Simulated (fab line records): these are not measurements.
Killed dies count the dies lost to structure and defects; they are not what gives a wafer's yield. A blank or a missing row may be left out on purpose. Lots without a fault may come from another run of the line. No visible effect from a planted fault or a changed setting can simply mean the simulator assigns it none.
A struck lot beside a sound one | flow sky130 | 14 out of 708 route steps
Sound: wafers L907.2, L907.3, L907.4. The struck wafers were L912.1, L912.3, L912.6. At the end, the cause is stated.
For every step that has rows: the tool of each side, followed by ch and its chambers, followed by its first start. Under that, the readings that differ: sound wafers | struck wafers | difference of the means | sigmas: that difference in standard deviations of wafers without a fault.
alike: a reading whose means differ by less than 2 such deviations, as well as words and numbers matching on both sides. not compared: withheld readings; readings where some wafer has no value; bounds like >300 that might hide an equal value; numbers whose values overlap and for which the record gives no deviation.
Wherever a step has rows on one side only, a row that says differs or no value, or a row with sigmas, the two part there. Non-overlapping numbers with no deviation appear without sigmas and do not part them. A reading missing from all wafers of one side parts the sides only when that side holds two or more wafers.

SKY_CONTACT_ETCH_17: etches SiO2 in C4F8/O2/Ar, stops on Si3N4, target depth 340 nm.
  sound on rie-diel-01 ch 0,1,3, day 33 20:37; struck on rie-diel-02 ch 0,1,3, day 35 05:57
  alike: oes-product-au
then, 1 step without rows for these wafers: SKY_CONTACT_ETCH_18 (etches Si3N4 in CHF3/O2, stops on TiN, time 39 s, target depth 75 nm).
SKY_CONTACT_STRIP_19: strips in O2/N2.
  sound on plasma-asher-03 ch 0,1, day 33 20:42; struck on plasma-asher-02 ch 0,1, day 35 06:02
  alike: drypump-motor-current-A, oes-product-au, strip-time-to-endpoint-s
  not compared: rf-hours-counter-h
then, 5 steps without rows for these wafers: SKY_CONTACT_STRIP_20 (strips in post etch residue remover, time 1200 s); SKY_CONTACT_CLEAN_21 (cleans in IPA, time 180 s); SKY_CONTACT_CLEAN_22 (cleans in O3/DIW); SKY_CONTACT_SPUTTER_23 (material TiN, target thk 20 nm, time 80 s); SKY_CONTACT_CVD_24 (deposits W, target thk 340 nm, time 102.12 s).
SKY_CONTACT_RS_MEAS_25: measurement is done with a four-point probe.
  sound on film-metro-03, day 33 21:31; struck on film-metro-01, day 35 06:49
  alike: CONTACT_W_RS
SKY_CONTACT_THK_MEAS_26: measures by xrf.
  sound on film-metro-03, day 33 21:37; struck on film-metro-01, day 35 06:56
  alike: CONTACT_W_THK
SKY_CONTACT_CMP_27: polishes, stops on SiO2, t overpolish 15 s, target thk 0 nm.
  sound on cmp-02 ch 0,1,2, day 33 21:40; struck on cmp-01 ch 0,1,3, day 35 07:03
  alike: motor-current-A, overpolish-run-s, slurry-flow-ml-min, time-to-endpoint-s
SKY_METAL1_SPUTTER_00: material Ti, target thk 15 nm, time 10 s.
  sound on pvd-sputter-04, day 33 21:58; struck on pvd-sputter-04, day 35 07:18
  alike: throttle-valve-pct
SKY_METAL1_SPUTTER_01: material TiN, target thk 20 nm, time 16.7 s.
  sound on pvd-sputter-04, day 33 21:59; struck on pvd-sputter-04, day 35 07:19
  reading                                    | sound             | struck            | difference | sigmas
  model.TiN_of_METAL1_SPUTTER_01.thk-nm (nm) | 20.19 20.17 20.28 | 19.36 19.34 19.22 | -0.91      |
  alike: throttle-valve-pct
SKY_METAL1_SPUTTER_02: material AlCu, target thk 250 nm, time 13.3 s.
  sound on pvd-sputter-04, day 33 22:01; struck on pvd-sputter-04, day 35 07:21
  alike: throttle-valve-pct

== WHERE THEY PART ==
Nowhere in this record.

WHY: what had been put in by the simulator
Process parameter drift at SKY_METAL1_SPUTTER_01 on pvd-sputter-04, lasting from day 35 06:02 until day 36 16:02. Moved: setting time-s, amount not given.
